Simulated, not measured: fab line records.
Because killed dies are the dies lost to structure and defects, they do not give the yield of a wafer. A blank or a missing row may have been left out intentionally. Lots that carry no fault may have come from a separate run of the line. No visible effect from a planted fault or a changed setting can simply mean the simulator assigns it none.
fab line records ; flow sfq_line
record lots=6; wafers=18; last_day=91
route steps=325 shown M0@32 I0@43
lots that met no fault: taken from a fault-free run of the same line
start_h: hours from the record's opening day to when the first of the lot's shown wafers began ; wait_h: hours from the lot's prior step to this one ; " the same as in the row above ; L1.1+2: a row that stands for several wafers ; - either no value or no given start ; * or withheld: withheld ; < > ~ a bound
route shown NAME@n: NAME is a module with steps in the file, n the number in the route of the first one ; usual: average and standard deviation across the fault-free wafers ; same: alike in all rows ; chamber/n: place in a boat ; sites: the reading at each site ; _std_site: how widely they spread, as a standard deviation ; _edge_site: mean of outer sites minus mean of inner sites ; radius_mm: for every site, how far away it sits from the centre of the wafer ; mask NAME#n: copy n ; behind: the most recent tool/chamber to have shaped the wafer ; hold: reason for holding the lot/hours on hold/outcome of the hold ; device: the transistor (n, p or np) that didn't switch ; end of line: at the end of the route, the tests of the same wafers ; for a step that has no rows: nothing shown but its recipe ; killed: dies that structure and defects cost at the first sort, which is not the same as the wafer's yield ; map: per-die view of a wafer (x killed, . not killed, _ where there is no die)
set.NAME: the setting as run; set.NAME@STEP: as run at that earlier step ; model.NAME: the simulator's own value behind a step, which no gauge read
a table for each step, a row for each wafer; lots at some steps of the route
services: from which hour (start_h, from the record's first day; less than 0 if before it) a tool's chamber was out of use, for how many hours, and why
## steps
# step SFQ_TRILAYER_M0_LITHO_COAT_026
# recipe resist=BARC; spin_rpm=3000; resist_thk_nm=62
# step SFQ_TRILAYER_M0_LITHO_COAT_021
# recipe resist=KrF; spin_rpm=3000; resist_thk_nm=600
# step SFQ_TRILAYER_M0_LITHO_SOFTBAKE_025
# recipe temp_c=withheld; time_s=withheld; resist=KrF
# step SFQ_TRILAYER_M0_LITHO_EXPOSE_022
# recipe mask_id=M0; na=0.6; source_shape=conventional; sigma_outer=0.65; target_cd_nm=500; dose_mj=14.4
# step SFQ_TRILAYER_M0_LITHO_PEB_024
# recipe peb_temp_c=115; peb_time_s=62.16; resist=KrF
# usual exhaust_pa=45.0/0.83; plate_sensor_t_centre_C=115.95/0.0094; plate_sensor_t_edge_C=116.08/0.01
lot.wafer;tool;chamber;start_h;wait_h;exhaust_pa;plate_sensor_t_centre_C;plate_sensor_t_edge_C
L744.4;litho_track-03;0;167.68;0.5;44.8;115.95;116.07
L744.5;litho_track-03;0;167.68;0.5;44.9;115.96;116.08
L744.6;litho_track-03;0;167.68;0.5;45.5;115.95;116.1
L747.2;litho_track-02;0;188.15;0.8;45.6;115.95;116.1
L747.5;litho_track-02;0;188.15;0.8;44.9;115.95;116.09
L747.6;litho_track-02;0;188.15;0.8;45.1;115.95;116.09
L753.3;litho_track-03;0;244.58;0.7;45.0;115.95;116.08
L753.4;litho_track-03;0;244.58;0.7;45.3;115.95;116.08
L753.6;litho_track-03;0;244.58;0.7;45.8;115.96;116.08
L755.1;litho_track-04;0;268.48;1.0;44.4;115.96;116.09
L755.2;litho_track-04;0;268.48;1.0;47.5;115.96;116.1
L755.5;litho_track-04;0;268.48;1.0;44.2;115.95;116.08
L760.1;litho_track-03;0;308.30;1.0;45.8;115.96;116.09
L760.3;litho_track-03;0;308.30;1.0;45.4;115.95;116.08
L760.5;litho_track-03;0;308.30;1.0;45.6;115.97;116.09
L763.3;litho_track-04;0;317.95;0.7;44.9;115.94;116.08
L763.4;litho_track-04;0;317.95;0.7;45.1;115.94;116.09
L763.6;litho_track-04;0;317.95;0.7;46.0;115.95;116.09
# step SFQ_TRILAYER_M0_LITHO_DEVELOP_023
# recipe time_s=60; resist=KrF
# step SFQ_M0_OVL_MEAS_906
# usual M0_OVL=-5/5.4
lot.wafer;tool;chamber;start_h;wait_h;M0_OVL[nm]
L744.4;overlay-02;-;167.92;0.1;0
L744.5;overlay-02;-;167.92;0.1;7
L744.6;overlay-02;-;167.92;0.1;-2
L747.2;overlay-01;-;188.44;0.1;-2
L747.5;overlay-01;-;188.44;0.1;-6
L747.6;overlay-01;-;188.44;0.1;-4
L753.3;overlay-01;-;244.84;0.1;-14
L753.4;overlay-01;-;244.84;0.1;-11
L753.6;overlay-01;-;244.84;0.1;-13
L755.1;overlay-02;-;268.78;0.1;-9
L755.2;overlay-02;-;268.78;0.1;-7
L755.5;overlay-02;-;268.78;0.1;-11
L760.1;overlay-01;-;308.60;0.1;-13
L760.3;overlay-01;-;308.60;0.1;-10
L760.5;overlay-01;-;308.60;0.1;-10
L763.3;overlay-01;-;318.21;0.1;1
L763.4;overlay-01;-;318.21;0.1;-1
L763.6;overlay-01;-;318.21;0.1;0
# step SFQ_TRILAYER_M0_BARC_OPEN_METAL_ETCH_031
# recipe mask_material=PR; chemistry=O2; target_depth_nm=125; target=BARC; icp_w=600; bias_w=80; pressure_mtorr=10; time_s=41.7
# usual drypump_motor_current_A=5.4/0.46; oes_product_au=0.685/0.004
lot.wafer;tool;chamber;start_h;wait_h;drypump_motor_current_A;oes_product_au;rf_hours_counter_h
L744.4;rie_metal-01;1;168.00;0.1;5.8;0.684;-
L744.5;rie_metal-01;1;168.00;0.1;5.8;0.688;-
L744.6;rie_metal-01;1;168.00;0.1;5.8;0.678;-
L747.2;rie_metal-01;0;188.47;0.0;6.0;0.689;17
L747.5;rie_metal-01;1;188.47;0.0;5.8;0.678;-
L747.6;rie_metal-01;0;188.47;0.0;6.0;0.684;-
L753.3;rie_metal-04;0;244.89;0.0;5.4;0.685;-
L753.4;rie_metal-04;1;244.89;0.0;5.0;0.688;-
L753.6;rie_metal-04;0;244.89;0.0;5.4;0.678;-
L755.1;rie_metal-04;0;268.82;0.0;5.4;0.687;179
L755.2;rie_metal-04;1;268.82;0.0;4.9;0.691;42
L755.5;rie_metal-04;1;268.82;0.0;5.0;0.683;-
L760.1;rie_metal-02;1;308.64;0.0;4.8;0.685;97
L760.3;rie_metal-02;1;308.64;0.0;4.8;0.683;-
L760.5;rie_metal-02;1;308.64;0.0;4.8;0.680;-
L763.3;rie_metal-04;1;318.28;0.1;4.9;0.687;-
L763.4;rie_metal-04;1;318.28;0.1;4.9;0.688;-
L763.6;rie_metal-04;1;318.28;0.1;4.9;0.689;-
# step SFQ_TRILAYER_M0_ETCH_METAL_ETCH_024
# recipe target=Nb; stop_on=SiO2; mask_material=PR; chemistry=Cl2/Ar; target_depth_nm=240; icp_w=600; bias_w=80; pressure_mtorr=10; time_s=120
# usual drypump_motor_current_A=5.4/0.46; oes_product_au=0.895/0.0077
lot.wafer;tool;chamber;start_h;wait_h;drypump_motor_current_A;oes_product_au;rf_hours_counter_h
L744.4;rie_metal-01;1;168.18;0.2;5.8;0.890;-
L744.5;rie_metal-01;1;168.18;0.2;5.8;0.903;-
L744.6;rie_metal-01;1;168.18;0.2;5.9;0.898;-
L747.2;rie_metal-01;0;188.53;0.0;6.0;0.884;17
L747.5;rie_metal-01;1;188.53;0.0;5.8;0.892;-
L747.6;rie_metal-01;0;188.53;0.0;6.0;0.887;-
L753.3;rie_metal-04;0;244.97;0.1;5.4;0.901;-
L753.4;rie_metal-04;1;244.97;0.1;4.9;0.901;-
L753.6;rie_metal-04;0;244.97;0.1;5.4;0.898;-
L755.1;rie_metal-04;0;268.88;0.0;5.4;0.888;179
L755.2;rie_metal-04;1;268.88;0.0;4.9;0.890;42
L755.5;rie_metal-04;1;268.88;0.0;4.9;0.895;-
L760.1;rie_metal-02;1;308.76;0.1;4.8;0.899;97
L760.3;rie_metal-02;1;308.76;0.1;4.8;0.901;-
L760.5;rie_metal-02;1;308.76;0.1;4.8;0.890;-
L763.3;rie_metal-04;1;318.44;0.1;5.0;0.907;-
L763.4;rie_metal-04;1;318.44;0.1;5.0;0.886;-
L763.6;rie_metal-04;1;318.44;0.1;5.0;0.903;-
# step SFQ_TRILAYER_M0_STRIP_STRIP_025
# recipe gas=O2; power_w=200; platen_temp_c=40; overash_fraction=0.65; chemistry=O2; pressure_mtorr=50
# usual drypump_motor_current_A=5.4/0.45; oes_product_au=0.996/0.0075
lot.wafer;tool;chamber;start_h;wait_h;drypump_motor_current_A;oes_product_au;rf_hours_counter_h
L744.4;rie_metal-01;1;168.91;0.7;5.8;1.009;-
L744.5;rie_metal-01;1;168.91;0.7;5.8;0.999;-
L744.6;rie_metal-01;1;168.91;0.7;5.8;1.002;-
L747.2;rie_metal-01;0;188.65;0.1;6.0;1.004;17
L747.5;rie_metal-01;1;188.65;0.1;5.8;1.003;-
L747.6;rie_metal-01;0;188.65;0.1;6.0;1.000;-
L753.3;rie_metal-04;0;245.25;0.2;5.4;0.986;-
L753.4;rie_metal-04;1;245.25;0.2;4.9;0.988;-
L753.6;rie_metal-04;0;245.25;0.2;5.4;0.996;-
L755.1;rie_metal-04;0;269.00;0.1;5.4;1.000;179
L755.2;rie_metal-04;1;269.00;0.1;5.0;0.998;42
L755.5;rie_metal-04;1;269.00;0.1;5.0;0.999;-
L760.1;rie_metal-02;1;309.01;0.2;4.8;1.000;98
L760.3;rie_metal-02;1;309.01;0.2;4.8;0.990;-
L760.5;rie_metal-02;1;309.01;0.2;4.9;0.983;-
L763.3;rie_metal-04;1;319.01;0.5;4.9;0.992;-
L763.4;rie_metal-04;1;319.01;0.5;5.0;0.995;-
L763.6;rie_metal-04;1;319.01;0.5;5.0;0.989;-
# step SFQ_TRILAYER_M0_STRIP_SOLV_CLEAN_026
# recipe chemistry=NMP; temp_c=70; time_s=600
# step SFQ_TRILAYER_I0_DEP_PECVD_027
# recipe material=SiO2; temp_c=150; time_s=111.11; pressure_torr=2.4; rf_w=183.3; precursor=SiH4/N2O; target_thk_nm=500
# usual chamber_pressure_Torr=2.399/0.005; heater_power_w=77/15; rf_fwd_power_W=182.2/0.61; throttle_valve_pct=24.2/1.1
lot.wafer;tool;chamber;start_h;wait_h;chamber_pressure_Torr;heater_power_w;rf_fwd_power_W;throttle_valve_pct;model.SiO2_of_TRILAYER_I0_DEP_PECVD_027.thk_nm
L744.4;pecvd-04;1;169.72;0.0;2.382;107;182.8;24.8;500.7
L744.5;pecvd-04;0;169.72;0.0;2.406;83;183.2;24.5;514
L744.6;pecvd-04;2;169.72;0.0;2.391;81;183.1;24.7;509
L747.2;pecvd-02;2;189.44;0.0;2.397;73;181.7;23.8;497.5
L747.5;pecvd-02;2;189.44;0.0;2.401;73;181.8;24.1;502.3
L747.6;pecvd-02;0;189.44;0.0;2.394;80;182.1;24.7;501.8
L753.3;pecvd-02;0;245.83;0.0;2.401;88;181.6;25.0;493.6
L753.4;pecvd-02;1;245.83;0.0;2.397;81;211.6;23.2;528
L753.6;pecvd-02;2;245.83;0.0;2.399;63;182.0;23.8;502.4
L755.1;pecvd-02;0;269.95;0.0;2.397;81;181.9;25.0;496
L755.2;pecvd-02;1;269.95;0.0;2.412;69;210.8;23.3;524.6
L755.5;pecvd-02;2;269.95;0.0;2.399;79;181.9;24.2;498.3
L760.1;pecvd-01;2;310.38;0.0;2.399;67;181.9;22.7;500.8
L760.3;pecvd-01;0;310.38;0.0;2.392;85;182.7;23.7;494.6
L760.5;pecvd-01;0;310.38;0.0;2.402;89;182.5;23.9;507.4
L763.3;pecvd-01;2;320.16;0.0;2.407;60;182.8;22.6;497
L763.4;pecvd-01;0;320.16;0.0;2.406;92;182.7;23.4;495.4
L763.6;pecvd-01;1;320.16;0.0;2.403;45;181.7;24.1;506
# step SFQ_TRILAYER_I0_CMP_CMP_028
# recipe material=SiO2; down_force_psi=3; platen_rpm=58.76; pad_velocity_m_s=0.94248
# usual motor_current_A=10.1/1.1; retaining_ring_pressure_frac=1.000/0.0054; slurry_flow_ml_min=150.1/0.46; time_to_endpoint_s=216/7.6
lot.wafer;tool;chamber;start_h;wait_h;motor_current_A;retaining_ring_pressure_frac;slurry_flow_ml_min;time_to_endpoint_s
L744.4;cmp-02;0;171.26;1.5;9.8;0.998;150.0;219
L744.5;cmp-02;1;171.26;1.5;9.2;1.002;149.6;220
L744.6;cmp-02;2;171.26;1.5;8.4;0.999;149.4;210
L747.2;cmp-02;1;190.52;1.0;9.7;0.999;149.9;228
L747.5;cmp-02;3;191.52;2.0;11.0;0.989;149.9;211
L747.6;cmp-02;0;191.52;2.0;9.3;1.005;150.5;223
L753.3;cmp-02;2;247.30;1.4;8.2;0.994;149.5;207
L753.4;cmp-02;3;247.30;1.4;11.3;0.997;150.7;225
L753.6;cmp-02;2;249.30;3.4;8.6;1.012;150.2;211
L755.2;cmp-02;2;270.53;0.5;8.9;0.990;150.1;232
L755.1;cmp-02;0;271.53;1.5;9.9;0.991;149.9;222
L755.5;cmp-02;1;271.53;1.5;9.8;0.998;150.7;214
L760.3;cmp-01;0;313.90;3.5;11.9;1.007;149.8;206
L760.1;cmp-01;3;315.40;5.0;11.2;1.008;151.3;223
L760.5;cmp-01;1;316.40;5.9;9.5;0.998;149.8;220
L763.4;cmp-02;1;327.19;6.9;9.1;0.994;149.8;217
L763.3;cmp-02;2;327.19;6.9;8.5;1.005;149.9;215
L763.6;cmp-02;2;329.69;9.4;8.2;1.000;150.3;224
## services
tool;chamber;start_h;hours;kind
rie_metal-02;-;150.44;0.4;repair
cmp-02;-;152.15;12.3;pm
rie_metal-01;0;165.74;2.9;repair
rie_metal-02;-;167.36;0.7;repair
pecvd-01;-;194.32;14.0;pm
pecvd-02;-;209.23;1.8;repair
pecvd-04;-;214.31;5.5;pm
pecvd-04;1;220.17;7.3;repair
pecvd-01;0;226.73;5.1;repair
cmp-01;-;233.96;0.2;repair
cmp-01;-;234.54;4.0;pm
cmp-01;-;268.69;1.0;repair
cmp-01;-;272.64;10.3;repair
rie_metal-01;-;276.58;1.4;pm
cmp-02;-;290.35;2.1;pm
rie_metal-02;0;294.66;-;clean
rie_metal-02;0;294.66;15.3;scheduled_down
cmp-01;-;300.87;1.0;repair
rie_metal-04;0;305.99;1.0;repair
rie_metal-04;0;309.01;-;clean
rie_metal-04;0;309.01;22.2;scheduled_down
rie_metal-04;0;309.01;22.2;vent_cycle
cmp-02;-;316.37;1.8;repair
pecvd-02;1;327.66;5.1;repair
## key
first_sign step=SFQ_TRILAYER_I0_DEP_PECVD_027; reading=rf_fwd_power_W; direction=up; sigmas=48; usual=182.2; struck=211.2
effect none on later readings
model_effect step=SFQ_TRILAYER_I0_DEP_PECVD_027; value=SiO2_of_TRILAYER_I0_DEP_PECVD_027.thk_nm; without=503.5; struck=526.3
met_at SFQ_TRILAYER_I0_DEP_PECVD_027
struck_wafers L753.4,L755.2
fault kind=process_parameter_drift; tool=pecvd-02; chamber=1; onset_h=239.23; steps=SFQ_TRILAYER_I0_DEP_PECVD_027; channel=rf_w; offset=29.328; shape=step; end_h=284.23; acts_in=these_recipes_only; stated=183.3
